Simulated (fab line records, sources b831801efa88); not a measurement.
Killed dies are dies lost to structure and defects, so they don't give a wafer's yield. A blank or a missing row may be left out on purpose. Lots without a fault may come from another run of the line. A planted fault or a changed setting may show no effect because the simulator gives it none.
Split-lot experiment | flow sfq_line | 5 lots, 23 wafers read, on a route of 325 steps

THE SPLIT
At SFQ_TRILAYER_JJ_CE_LITHO_EXPOSE_115 (exposes mask J5, target cd 700 nm), the setting dose_mj was moved away from the recipe's 14.4 on 12 of the 23 wafers read, by -4.3% to +3.3%. The other wafers ran this setting at the recipe's value.

FROM THE SPLIT TO THE READING: what the file shows between them, 2 steps
- SFQ_TRILAYER_JJ_CE_LITHO_PEB_117: peb time 60 s
- SFQ_TRILAYER_JJ_CE_LITHO_DEVELOP_116: time 60 s

THE READING
cd_nm, in nm, at SFQ_TRILAYER_JJ_CE_METRO_MEASURE_117. Fault-free wafers of this fab line usually give 699.7 nm, standard deviation 1.2 nm.

wafer  | tool, chamber at the split | dose_mj as run | against the recipe | cd_nm, nm | against lot-mates on the recipe
L075.1 | krf_scanner-01, 0          | 14.4           | recipe             | 701.1     | -
L075.3 | krf_scanner-01, 0          | 14.12          | -1.9%              | 702.8     | +2.7
L075.4 | krf_scanner-01, 0          | 14.12          | -1.9%              | 705.3     | +5.2
L075.5 | krf_scanner-01, 0          | 14.12          | -1.9%              | 703.3     | +3.2
L075.6 | krf_scanner-01, 0          | 14.4           | recipe             | 699.1     | -
L077.1 | krf_scanner-01, 0          | 14.4           | recipe             | 699.8     | -
L077.4 | krf_scanner-01, 0          | 14.4           | recipe             | 699.5     | -
L077.6 | krf_scanner-01, 0          | 14.4           | recipe             | 698.1     | -
L080.1 | krf_scanner-01, 0          | 14.4           | recipe             | 699.7     | -
L080.2 | krf_scanner-01, 0          | 14.87          | +3.3%              | 693.6     | -6.4
L080.4 | krf_scanner-01, 0          | 14.87          | +3.3%              | 694.5     | -5.5
L080.5 | krf_scanner-01, 0          | 14.87          | +3.3%              | 693.4     | -6.6
L080.6 | krf_scanner-01, 0          | 14.4           | recipe             | 700.4     | -
L081.2 | krf_scanner-01, 0          | 14.4           | recipe             | 699.3     | -
L081.3 | krf_scanner-01, 0          | 14             | -2.8%              | 703.7     | +5.1
L081.4 | krf_scanner-01, 0          | 14             | -2.8%              | 704.3     | +5.7
L081.5 | krf_scanner-01, 0          | 14.4           | recipe             | 697.9     | -
L081.6 | krf_scanner-01, 0          | 14             | -2.8%              | 702.2     | +3.6
L083.1 | krf_scanner-01, 0          | 14.4           | recipe             | 699.5     | -
L083.2 | krf_scanner-01, 0          | 13.78          | -4.3%              | 706.4     | +7.4
L083.3 | krf_scanner-01, 0          | 13.78          | -4.3%              | 705.7     | +6.8
L083.4 | krf_scanner-01, 0          | 14.4           | recipe             | 698.4     | -
L083.6 | krf_scanner-01, 0          | 13.78          | -4.3%              | 707.3     | +8.3

THE FIT
A straight line over all 23 wafers: cd_nm changes by -1.68 nm for each +1% of dose_mj; r = -0.97; the points scatter about the line by 1 nm.
The same after taking each lot's own level away (the mean of its wafers on the recipe; 23 wafers): -1.81 nm for each +1%; r = -0.98; scatter 0.81 nm.
On that fit, the largest move of dose_mj shifts the reading by 7.8 nm.
The lots' own levels span 698.60 to 700.10 nm, that is 1.3 times the standard deviation above.
So the lot-to-lot level changes the slope little: the two slopes agree.
Check: with one of the wafers moved furthest among these (-4.3%) left out of the fit, the line predicts +7.76 nm for it against its lot-mates. It came out at +7.45 nm against them.

OTHER SPLITS ON THESE WAFERS
These wafers also went through other splits before the reading. Each is held against what the fit with the lots' levels taken away leaves over:
other split on the same wafers                      | wafers away from the commonest value | r with cd_nm (lot level and that fit taken away)
SFQ_TRILAYER_I3_VIA_BARC_OPEN_VIA_ETCH_121 time_s   | 9                                    | +0.01
SFQ_TRILAYER_M4_DEP_SPUTTER_091 time_s              | 6                                    | +0.31
SFQ_TRILAYER_M4_LITHO_PEB_096 peb_time_s            | 11                                   | +0.02
SFQ_TRILAYER_I4_VIA_LITHO_PEB_106 peb_time_s        | 9                                    | +0.18
SFQ_TRILAYER_I4_VIA_BARC_OPEN_VIA_ETCH_146 source_w | 5                                    | +0.06
SFQ_TRILAYER_JJ_TRILAYER_DEP_SPUTTER_109 power_w    | 4                                    | -0.10

THE WHOLE CHAIN: every reading that the file lists as answering this split, in the file's order
step                                 | what it does                                                               | reading                                                   | change (the file's fit)              | r (the file's)
SFQ_TRILAYER_JJ_CE_METRO_MEASURE_117 |                                                                            | cd_nm                                                     | -1.8 nm for each +1% of the setting  | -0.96
SFQ_TRILAYER_JJ_CE_BARC_OPEN_RIE_150 | chemistry O2, target BARC, target depth 240 nm, time 80 s                  | JJ.cd_nm (the simulator's own value, which no gauge read) | -1.84 nm for each +1% of the setting | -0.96
SFQ_TRILAYER_JJ_CE_ETCH_RIE_118      | chemistry SF6, target Nb, stops on Al2O3, time 97.7 s, target depth 170 nm | JJ.cd_nm (the simulator's own value, which no gauge read) | -1.92 nm for each +1% of the setting | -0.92

THE FILE'S OWN FIT
cd_nm changes by -1.8 nm for each +1% of dose_mj, r = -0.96.
